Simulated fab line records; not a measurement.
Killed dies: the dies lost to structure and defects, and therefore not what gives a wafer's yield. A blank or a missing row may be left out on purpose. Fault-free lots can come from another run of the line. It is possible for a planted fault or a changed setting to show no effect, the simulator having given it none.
fab line records	flow sky130	part 1 of 2: steps 1 to 28 of 40
record: lots: 5	wafers: 15	last_day: 50
route steps=708 shown GATE_OXIDE@187 POLY_GATE@204 RES_PROTECT@206
lots untouched by any fault: they come from a run of this same line in which no faults occurred
start_h: hours from the record's first day to the start of the lot's first wafer shown	wait_h: hours since the lot's step before	" the same as in the row above	L1.1+2: a row that stands for several wafers	- either no value or no given start	* or withheld: withheld	< > ~ a bound
route shown NAME@n: NAME is a module with steps in the file, n the number in the route of the first one	usual: the fault-free wafers' mean and standard deviation	same: alike in all rows	chamber/n: place in a boat	sites: readings site by site	_std_site: standard deviation of those values	_edge_site: inner sites' mean taken away from outer sites' mean	radius_mm: how far each site lies from the wafer's centre	mask NAME#n: copy n	behind: tool/chamber where the wafer was last shaped	hold: reason for holding the lot/hours on hold/outcome of the hold	device: which transistor (n, p or np) failed to switch	end of line: tests of these same wafers at the route's end	a step given without rows: its recipe and nothing more	killed: dies lost to structure and defects at the first sort, not the wafer's yield	map: per-die view of a wafer (x killed, . not killed, _ where there is no die)
set.NAME: the run value of the setting; set.NAME@STEP: its run value at that earlier step	model.NAME: the simulator's own value behind a step, which no gauge read
lots at selected steps of the route; one table per step, one row per wafer
services: the hour from which a tool's chamber was out of use, counted from the record's first day as start_h (under 0 if before that day), plus the number of hours and why
== steps ==
step: SKY_GATE_OXIDE_CLEAN_00
recipe: chemistry: SC1/SC2	mix: 1:4:20	temp_c: 70	time_s: 150	dry: n2_spin
usual: bath_guard_temp_C: 69.9/0.52
lot.wafer	tool	chamber	start_h	wait_h	bath_guard_temp_C
L083.1	wet_bench-02	2	350.82	0.0	69.0
L083.2	"	2	"	"	69.0
L083.4	"	2	"	"	69.4
L084.3	wet_bench-03	0	366.31	0.0	70.4
L084.4	"	0	"	"	69.9
L084.6	"	0	"	"	70.0
L092.2	wet_bench-01	3	425.66	0.0	70.8
L092.5	"	3	"	"	70.4
L092.6	"	3	"	"	70.8
L096.3	wet_bench-01	0	453.79	0.0	70.0
L096.4	"	0	"	"	70.1
L096.6	"	0	"	"	70.2
L097.2	wet_bench-02	2	463.50	0.0	69.1
L097.3	"	2	"	"	69.3
L097.6	"	2	"	"	69.4
step: SKY_GATE_OXIDE_OXIDATION_01
recipe: temp_c: 900	ambient: O2	stabilise_s: 600	purge_s: 300	target_thk_a: 102.68	ox_time_s: 1473
lot.wafer	tool	chamber	start_h	wait_h
L083.1+2+4	furnace-02	0	351.75	0.9
L084.3+4+6	furnace-01	0	367.22	0.9
L092.2+5+6	furnace-02	0	427.01	1.2
L096.3+4+6	furnace-02	0	454.56	0.7
L097.2+3+6	furnace-01	0	463.55	0.0
step: SKY_GATE_OXIDE_THK_MEAS_02
recipe: reads: SiO2_of_GATE_OXIDE_OXIDATION_01
usual: GATE_OXIDE_OXIDATION_00_THK: 10.22/0.21
lot.wafer	tool	chamber	start_h	wait_h	GATE_OXIDE_OXIDATION_00_THK[nm]
L083.1	film_metro-02	-	353.16	0.0	10.13
L083.2	"	-	"	"	10.21
L083.4	"	-	"	"	9.89
L084.3	film_metro-03	-	368.65	0.0	10.30
L084.4	"	-	"	"	10.50
L084.6	"	-	"	"	10.47
L092.2	film_metro-03	-	428.43	0.0	10.14
L092.5	"	-	"	"	10.30
L092.6	"	-	"	"	10.14
L096.3	film_metro-02	-	455.99	0.0	10.38
L096.4	"	-	"	"	10.47
L096.6	"	-	"	"	10.66
L097.2	film_metro-02	-	464.97	0.0	10.13
L097.3	"	-	"	"	10.26
L097.6	"	-	"	"	10.37
step: SKY_GATE_OXIDE_DEHYDRATE_03
recipe: temp_c: 200	time_s: 60
usual: exhaust_pa: 45.0/0.97
lot.wafer	tool	chamber	start_h	wait_h	exhaust_pa
L083.1	litho_track-02	0	366.67	13.5	45.8
L083.2	"	0	"	"	45.0
L083.4	"	0	"	"	45.0
L084.3	litho_track-02	0	381.12	12.5	44.2
L084.4	"	0	"	"	44.2
L084.6	"	0	"	"	44.3
L092.2	litho_track-04	0	442.67	14.2	44.5
L092.5	"	0	"	"	44.3
L092.6	"	0	"	"	43.5
L096.3	litho_track-03	0	470.94	14.9	44.9
L096.4	"	0	"	"	43.5
L096.6	"	0	"	"	44.5
L097.2	litho_track-03	0	479.51	14.5	44.2
L097.3	"	0	"	"	45.3
L097.6	"	0	"	"	44.7
step: SKY_GATE_OXIDE_HMDS_04
recipe: prime_time_s: 60	prime_temp_c: 120
usual: exhaust_pa: 45.0/0.87
same: prime_time_s: 60
lot.wafer	tool	chamber	start_h	wait_h	exhaust_pa
L083.1	litho_track-02	0	366.82	0.1	43.9
L083.2	"	0	"	"	43.6
L083.4	"	0	"	"	44.9
L084.3	litho_track-02	0	381.27	0.1	45.5
L084.4	"	0	"	"	44.9
L084.6	"	0	"	"	44.4
L092.2	litho_track-04	0	442.82	0.1	44.5
L092.5	"	0	"	"	44.0
L092.6	"	0	"	"	45.2
L096.3	litho_track-03	0	471.09	0.1	46.0
L096.4	"	0	"	"	45.7
L096.6	"	0	"	"	45.0
L097.2	litho_track-03	0	479.66	0.1	45.1
L097.3	"	0	"	"	45.0
L097.6	"	0	"	"	44.2
step: SKY_GATE_OXIDE_COAT_05
recipe: resist: NOVOLAK	spin_rpm: 3000	resist_thk_nm: 1140
usual: exhaust_pa: 45.0/1.1
lot.wafer	tool	chamber	start_h	wait_h	exhaust_pa
L083.1	litho_track-02	0	366.97	0.1	44.6
L083.2	"	0	"	"	44.8
L083.4	"	0	"	"	44.8
L084.3	litho_track-02	0	381.42	0.1	43.3
L084.4	"	0	"	"	44.3
L084.6	"	0	"	"	45.7
L092.2	litho_track-04	0	442.97	0.1	44.2
L092.5	"	0	"	"	45.1
L092.6	"	0	"	"	44.6
L096.3	litho_track-03	0	471.24	0.1	45.7
L096.4	"	0	"	"	47.2
L096.6	"	0	"	"	45.7
L097.2	litho_track-03	0	479.81	0.1	46.2
L097.3	"	0	"	"	44.4
L097.6	"	0	"	"	45.2
step: SKY_GATE_OXIDE_SOFTBAKE_06
recipe: temp_c: 90	time_s: 60	resist: NOVOLAK
usual: exhaust_pa: 45.0/1.1
lot.wafer	tool	chamber	start_h	wait_h	exhaust_pa
L083.1	litho_track-02	0	367.12	0.1	46.6
L083.2	"	0	"	"	46.1
L083.4	"	0	"	"	45.9
L084.3	litho_track-02	0	381.57	0.1	46.3
L084.4	"	0	"	"	45.7
L084.6	"	0	"	"	44.9
L092.2	litho_track-04	0	443.12	0.1	43.3
L092.5	"	0	"	"	43.8
L092.6	"	0	"	"	44.9
L096.3	litho_track-03	0	471.39	0.1	45.2
L096.4	"	0	"	"	44.8
L096.6	"	0	"	"	44.7
L097.2	litho_track-03	0	479.96	0.1	47.0
L097.3	"	0	"	"	46.1
L097.6	"	0	"	"	45.4
step: SKY_GATE_OXIDE_EXPOSE_07
recipe: mask_id: LVOM	na: 0.6	source_shape: conventional	sigma_outer: 0.6	polarization: unpolarized	target_cd_nm: 600	dose_mj: 170
lot.wafer	tool	chamber	start_h	wait_h	mask
L083.1+2+4	iline_stepper-02	0	-	-	LVOM#0
L084.3+4+6	iline_stepper-01	0	-	-	LVOM#0
L092.2+5+6	iline_stepper-02	0	-	-	LVOM#0
L096.3+4+6	iline_stepper-01	0	-	-	LVOM#0
L097.2+3+6	iline_stepper-01	0	-	-	LVOM#0
step: SKY_GATE_OXIDE_PEB_08
recipe: temp_c: withheld	time_s: *	resist: NOVOLAK
usual: exhaust_pa: 44.9/0.98
lot.wafer	tool	chamber	start_h	wait_h	exhaust_pa
L083.1	litho_track-03	0	-	-	44.6
L083.2	"	0	"	"	44.2
L083.4	"	0	"	"	43.1
L084.3	litho_track-04	0	-	-	44.3
L084.4	"	0	"	"	45.2
L084.6	"	0	"	"	45.7
L092.2	litho_track-04	0	-	-	45.5
L092.5	"	0	"	"	44.3
L092.6	"	0	"	"	46.0
L096.3	litho_track-04	0	-	-	44.7
L096.4	"	0	"	"	46.2
L096.6	"	0	"	"	46.3
L097.2	litho_track-04	0	-	-	44.4
L097.3	"	0	"	"	44.7
L097.6	"	0	"	"	43.5
step: SKY_GATE_OXIDE_DEVELOP_09
recipe: resist: NOVOLAK	developer: TMAH	develop_time_s: 60	dev_temp_c: 23
usual: exhaust_pa: 45.1/0.86
same: develop_time_s: 60
lot.wafer	tool	chamber	start_h	wait_h	exhaust_pa
L083.1	litho_track-03	0	380.59	0.1	45.7
L083.2	"	0	"	"	45.6
L083.4	"	0	"	"	44.5
L084.3	litho_track-04	0	400.35	0.1	44.6
L084.4	"	0	"	"	43.9
L084.6	"	0	"	"	45.4
L092.2	litho_track-04	0	458.22	0.1	43.8
L092.5	"	0	"	"	44.6
L092.6	"	0	"	"	45.0
L096.3	litho_track-04	0	486.90	0.1	45.1
L096.4	"	0	"	"	45.3
L096.6	"	0	"	"	46.0
L097.2	litho_track-04	0	495.02	0.1	45.4
L097.3	"	0	"	"	46.5
L097.6	"	0	"	"	45.6
step: SKY_GATE_OXIDE_OVL_MEAS_10
usual: GATE_OXIDE_OVL: -0.7/1.5
lot.wafer	tool	chamber	start_h	wait_h	GATE_OXIDE_OVL[nm]
L083.1	overlay-01	-	380.74	0.1	-2.8
L083.2	"	-	"	"	-1.8
L083.4	"	-	"	"	-1.2
L084.3	overlay-01	-	400.46	0.1	-1.7
L084.4	"	-	"	"	-3.6
L084.6	"	-	"	"	-2.1
L092.2	overlay-01	-	458.35	0.1	2.2
L092.5	"	-	"	"	3.6
L092.6	"	-	"	"	1.5
L096.3	overlay-02	-	487.01	0.1	0.2
L096.4	"	-	"	"	1.1
L096.6	"	-	"	"	0.6
L097.2	overlay-02	-	495.15	0.1	1.7
L097.3	"	-	"	"	0.6
L097.6	"	-	"	"	-1.1
step: SKY_GATE_OXIDE_IMPLANT_11
recipe: species: B	energy_kev: 10	dose_cm2: 2.6e+12	tilt_deg: withheld
lot.wafer	tool	chamber	start_h	wait_h
L083.1+2+4	implanter-01	0	380.78	0.0
L084.3+4+6	implanter-02	0	400.53	0.1
L092.2+5+6	implanter-01	0	458.41	0.0
L096.3+4+6	implanter-03	0	487.08	0.1
L097.2+3+6	implanter-02	0	495.21	0.0
step: SKY_GATE_OXIDE_WET_ETCH_12
recipe: chemistry: dHF	target_depth_nm: 16.8	dry: n2_spin	target: SiO2	dilution: 100:1	temp_c: 25	time_s: 336
lot.wafer	tool	chamber	start_h	wait_h
L083.1+2+4	wet_bench-03	1	380.93	0.1
L084.3+4+6	wet_bench-03	0	400.63	0.1
L092.2+5+6	wet_bench-03	1	458.53	0.1
L096.3+4+6	wet_bench-01	2	487.18	0.1
L097.2+3+6	wet_bench-01	3	495.33	0.1
step: SKY_GATE_OXIDE_STRIP_13
recipe: chemistry: O2/N2	power_w: 1400	pressure_mtorr: 1500	platen_temp_c: withheld	o2_flow_sccm: 3000	n2_flow_sccm: 300	overash_fraction: 0.5
usual: drypump_motor_current_A: 5.6/0.35	oes_product_au: 0.716/0.0041	strip_time_to_endpoint_s: 14.16/0.044
lot.wafer	tool	chamber	start_h	wait_h	drypump_motor_current_A	oes_product_au	rf_hours_counter_h	strip_time_to_endpoint_s
L083.1	plasma_asher-02	1	381.15	0.0	5.2	0.713	69	14.13
L083.2	"	0	"	"	5.6	0.715	69	14.11
L083.4	"	1	"	"	5.2	0.714	-	14.16
L084.3	plasma_asher-04	0	400.87	0.0	6.1	0.717	-	14.11
L084.4	"	1	"	"	5.7	0.723	-	14.10
L084.6	"	1	"	"	5.7	0.724	-	14.14
L092.2	plasma_asher-04	1	458.64	0.0	5.7	0.718	64	14.23
L092.5	"	0	"	"	6.2	0.715	-	14.19
L092.6	"	1	"	"	5.7	0.716	-	14.16
L096.3	plasma_asher-04	0	487.33	0.0	6.1	0.717	-	14.12
L096.4	"	1	"	"	5.6	0.717	-	14.14
L096.6	"	1	"	"	5.7	0.714	-	14.15
L097.2	plasma_asher-01	0	495.44	0.0	5.1	0.718	7	14.09
L097.3	"	1	"	"	5.6	0.714	-	14.07
L097.6	"	0	"	"	5.2	0.712	-	14.08
step: SKY_GATE_OXIDE_TW_MEAS_14
usual: GATE_OXIDE_TW: 223.0/1.4
lot.wafer	tool	chamber	start_h	wait_h	GATE_OXIDE_TW
L083.1	film_metro-02	-	381.25	0.1	222.5
L083.2	"	-	"	"	223.5
L083.4	"	-	"	"	222.3
L084.3	film_metro-02	-	400.96	0.1	220.3
L084.4	"	-	"	"	219.7
L084.6	"	-	"	"	221.2
L092.2	film_metro-02	-	458.75	0.1	219.8
L092.5	"	-	"	"	219.5
L092.6	"	-	"	"	220.0
L096.3	film_metro-02	-	487.41	0.1	221.1
L096.4	"	-	"	"	220.3
L096.6	"	-	"	"	221.6
L097.2	film_metro-03	-	495.55	0.1	223.6
L097.3	"	-	"	"	223.5
L097.6	"	-	"	"	221.1
step: SKY_GATE_OXIDE_CLEAN_15
recipe: chemistry: SC1/SC2	mix: 1:4:20	temp_c: 70	time_s: 150	dry: n2_spin
usual: bath_guard_temp_C: 70.1/0.66
lot.wafer	tool	chamber	start_h	wait_h	bath_guard_temp_C
L083.1	wet_bench-01	3	381.31	0.1	70.6
L083.2	"	3	"	"	70.4
L083.4	"	3	"	"	70.7
L084.3	wet_bench-03	1	401.00	0.0	70.1
L084.4	"	1	"	"	69.4
L084.6	"	1	"	"	69.8
L092.2	wet_bench-03	3	458.80	0.0	69.7
L092.5	"	3	"	"	70.2
L092.6	"	3	"	"	69.8
L096.3	wet_bench-02	2	487.45	0.0	69.2
L096.4	"	2	"	"	69.4
L096.6	"	2	"	"	69.2
L097.2	wet_bench-02	1	495.60	0.0	69.2
L097.3	"	1	"	"	68.7
L097.6	"	1	"	"	69.0
step: SKY_GATE_OXIDE_OXIDATION_16
recipe: temp_c: 800	ambient: O2	idle_temp_c: 700	ramp_up_c_per_min: 10	ramp_down_c_per_min: 3	stabilise_s: 600	purge_s: 300	target_thk_a: 35.7	ox_time_s: 1915
lot.wafer	tool	chamber	start_h	wait_h
L083.1+2+4	furnace-01	0	384.69	3.3
L084.3+4+6	furnace-01	0	401.95	0.9
L092.2+5+6	furnace-01	0	458.86	0.0
L096.3+4+6	furnace-02	0	487.52	0.0
L097.2+3+6	furnace-01	0	495.65	0.0
step: SKY_POLY_GATE_CVD_00
recipe: material: poly-Si	target_thk_nm: 180	temp_c: 620	time_s: 720	pressure_mtorr: 200
lot.wafer	tool	chamber	start_h	wait_h
L083.1+2+4	lpcvd-01	1	386.22	0.0
L084.3+4+6	lpcvd-01	0	403.49	0.0
L092.2+5+6	lpcvd-01	1	460.39	0.0
L096.3+4+6	lpcvd-01	1	489.05	0.0
L097.2+3+6	lpcvd-01	0	497.18	0.0
step: SKY_POLY_GATE_THK_MEAS_01
recipe: reads: poly-Si_of_POLY_GATE_CVD_00
usual: POLY_GATE_CVD_00_THK: 181.9/1.7
lot.wafer	tool	chamber	start_h	wait_h	POLY_GATE_CVD_00_THK[nm]
L083.1	film_metro-01	-	387.42	0.0	181.4
L083.2	"	-	"	"	183.0
L083.4	"	-	"	"	182.1
L084.3	film_metro-03	-	404.71	0.0	184.3
L084.4	"	-	"	"	184.7
L084.6	"	-	"	"	185.4
L092.2	film_metro-01	-	461.60	0.0	181.8
L092.5	"	-	"	"	182.5
L092.6	"	-	"	"	182.8
L096.3	film_metro-01	-	490.27	0.0	182.1
L096.4	"	-	"	"	181.1
L096.6	"	-	"	"	182.2
L097.2	film_metro-04	-	499.89	0.0	181.2
L097.3	"	-	"	"	180.6
L097.6	"	-	"	"	181.0
step: SKY_RES_PROTECT_DEHYDRATE_00
recipe: temp_c: 200	time_s: 60
usual: exhaust_pa: 45.1/0.69
lot.wafer	tool	chamber	start_h	wait_h	exhaust_pa
L083.1	litho_track-03	0	401.54	14.1	45.6
L083.2	"	0	"	"	44.8
L083.4	"	0	"	"	45.1
L084.3	litho_track-01	0	418.59	13.9	44.5
L084.4	"	0	"	"	45.2
L084.6	"	0	"	"	45.6
L092.2	litho_track-04	0	476.17	14.6	45.2
L092.5	"	0	"	"	43.8
L092.6	"	0	"	"	44.1
L096.3	litho_track-01	0	504.59	14.3	45.4
L096.4	"	0	"	"	45.7
L096.6	"	0	"	"	44.7
L097.2	litho_track-04	0	515.12	15.2	44.6
L097.3	"	0	"	"	45.1
L097.6	"	0	"	"	44.8
step: SKY_RES_PROTECT_HMDS_01
recipe: prime_time_s: 60	prime_temp_c: 120
usual: exhaust_pa: 44.9/0.95
same: prime_time_s: 60
lot.wafer	tool	chamber	start_h	wait_h	exhaust_pa
L083.1	litho_track-03	0	401.69	0.1	45.8
L083.2	"	0	"	"	45.6
L083.4	"	0	"	"	45.1
L084.3	litho_track-01	0	418.74	0.1	45.1
L084.4	"	0	"	"	44.9
L084.6	"	0	"	"	45.2
L092.2	litho_track-04	0	476.32	0.1	44.9
L092.5	"	0	"	"	44.8
L092.6	"	0	"	"	44.6
L096.3	litho_track-01	0	504.74	0.1	43.8
L096.4	"	0	"	"	43.9
L096.6	"	0	"	"	45.0
L097.2	litho_track-04	0	515.27	0.1	45.1
L097.3	"	0	"	"	44.7
L097.6	"	0	"	"	45.6
step: SKY_RES_PROTECT_COAT_02
recipe: resist: NOVOLAK	spin_rpm: 3000	resist_thk_nm: 1140
usual: exhaust_pa: 45.0/0.84
lot.wafer	tool	chamber	start_h	wait_h	exhaust_pa
L083.1	litho_track-03	0	401.84	0.1	45.2
L083.2	"	0	"	"	46.7
L083.4	"	0	"	"	46.1
L084.3	litho_track-01	0	418.89	0.1	44.9
L084.4	"	0	"	"	46.3
L084.6	"	0	"	"	44.5
L092.2	litho_track-04	0	476.47	0.1	45.5
L092.5	"	0	"	"	44.6
L092.6	"	0	"	"	44.7
L096.3	litho_track-01	0	504.89	0.1	44.7
L096.4	"	0	"	"	45.1
L096.6	"	0	"	"	45.0
L097.2	litho_track-04	0	515.42	0.1	44.3
L097.3	"	0	"	"	46.0
L097.6	"	0	"	"	45.7
step: SKY_RES_PROTECT_SOFTBAKE_03
recipe: temp_c: 90	time_s: 60	resist: NOVOLAK
usual: exhaust_pa: 45.0/0.81
lot.wafer	tool	chamber	start_h	wait_h	exhaust_pa
L083.1	litho_track-03	0	401.99	0.1	44.9
L083.2	"	0	"	"	45.3
L083.4	"	0	"	"	44.9
L084.3	litho_track-01	0	419.04	0.1	44.8
L084.4	"	0	"	"	44.5
L084.6	"	0	"	"	46.6
L092.2	litho_track-04	0	476.62	0.1	45.8
L092.5	"	0	"	"	44.2
L092.6	"	0	"	"	44.7
L096.3	litho_track-01	0	505.04	0.1	44.8
L096.4	"	0	"	"	45.0
L096.6	"	0	"	"	46.0
L097.2	litho_track-04	0	515.57	0.1	44.0
L097.3	"	0	"	"	45.1
L097.6	"	0	"	"	45.4
step: SKY_RES_PROTECT_EXPOSE_04
recipe: mask_id: RPM	na: 0.6	source_shape: conventional	sigma_outer: 0.6	polarization: unpolarized	target_cd_nm: 1270	dose_mj: 131
lot.wafer	tool	chamber	start_h	wait_h	mask
L083.1+2+4	iline_stepper-02	0	-	-	RPM#0
L084.3+4+6	iline_stepper-02	0	-	-	RPM#0
L092.2+5+6	iline_stepper-01	0	-	-	RPM#0
L096.3+4+6	iline_stepper-02	0	-	-	RPM#0
L097.2+3+6	iline_stepper-01	0	-	-	RPM#0
step: SKY_RES_PROTECT_PEB_05
recipe: temp_c: withheld	time_s: *	resist: NOVOLAK
usual: exhaust_pa: 45.0/0.91
lot.wafer	tool	chamber	start_h	wait_h	exhaust_pa
L083.1	litho_track-03	0	-	-	45.6
L083.2	"	0	"	"	46.0
L083.4	"	0	"	"	45.8
L084.3	litho_track-03	0	-	-	43.8
L084.4	"	0	"	"	44.4
L084.6	"	0	"	"	43.2
L092.2	litho_track-01	0	-	-	45.9
L092.5	"	0	"	"	44.7
L092.6	"	0	"	"	45.8
L096.3	litho_track-04	0	-	-	45.9
L096.4	"	0	"	"	46.0
L096.6	"	0	"	"	45.7
L097.2	litho_track-01	0	-	-	45.5
L097.3	"	0	"	"	44.9
L097.6	"	0	"	"	44.9
step: SKY_RES_PROTECT_DEVELOP_06
recipe: resist: NOVOLAK	developer: TMAH	develop_time_s: 60	dev_temp_c: 23
usual: exhaust_pa: 45.1/0.95
same: develop_time_s: 60
lot.wafer	tool	chamber	start_h	wait_h	exhaust_pa
L083.1	litho_track-03	0	416.34	0.1	43.2
L083.2	"	0	"	"	44.3
L083.4	"	0	"	"	45.2
L084.3	litho_track-03	0	433.99	0.1	44.3
L084.4	"	0	"	"	46.4
L084.6	"	0	"	"	45.9
L092.2	litho_track-01	0	492.31	0.1	46.0
L092.5	"	0	"	"	46.4
L092.6	"	0	"	"	46.4
L096.3	litho_track-04	0	520.20	0.1	44.8
L096.4	"	0	"	"	44.5
L096.6	"	0	"	"	45.7
L097.2	litho_track-01	0	529.81	0.1	46.7
L097.3	"	0	"	"	46.7
L097.6	"	0	"	"	45.9
step: SKY_POLY_GATE_IMPLANT_02
recipe: species: P	energy_kev: 30	dose_cm2: 7.7e+15	tilt_deg: 0
lot.wafer	tool	chamber	start_h	wait_h
L083.1+2+4	implanter-04	0	416.49	0.1
L084.3+4+6	implanter-01	0	434.14	0.1
L092.2+5+6	implanter-01	0	492.46	0.1
L096.3+4+6	implanter-01	0	520.35	0.1
L097.2+3+6	implanter-04	0	529.96	0.1
step: SKY_RES_PROTECT_STRIP_07
recipe: chemistry: O2/N2	power_w: 1400	pressure_mtorr: 1500	platen_temp_c: withheld	o2_flow_sccm: 3000	n2_flow_sccm: 300	overash_fraction: 0.5
usual: drypump_motor_current_A: 5.31/0.25	oes_product_au: 0.518/0.0049	strip_time_to_endpoint_s: 23.28/0.042
lot.wafer	tool	chamber	start_h	wait_h	drypump_motor_current_A	oes_product_au	rf_hours_counter_h	strip_time_to_endpoint_s
L083.1	plasma_asher-02	1	416.64	0.1	5.15	0.511	72	23.23
L083.2	"	0	"	"	5.62	0.521	72	23.20
L083.4	"	1	"	"	5.14	0.515	-	23.25
L084.3	plasma_asher-03	1	434.27	0.1	4.98	0.516	-	23.28
L084.4	"	0	"	"	5.43	0.525	-	23.31
L084.6	"	1	"	"	4.97	0.518	-	23.22
L092.2	plasma_asher-02	0	492.59	0.1	5.59	0.525	79	23.22
L092.5	"	1	"	"	5.15	0.517	-	23.23
L092.6	"	0	"	"	5.64	0.516	-	23.28
L096.3	plasma_asher-01	0	520.48	0.1	5.14	0.529	-	23.24
L096.4	"	1	"	"	5.55	0.524	-	23.24
L096.6	"	1	"	"	5.54	0.526	-	23.30
L097.2	plasma_asher-02	0	530.09	0.1	5.63	0.527	83	23.32
L097.3	"	1	"	"	5.15	0.514	-	23.32
L097.6	"	0	"	"	5.64	0.518	-	23.34
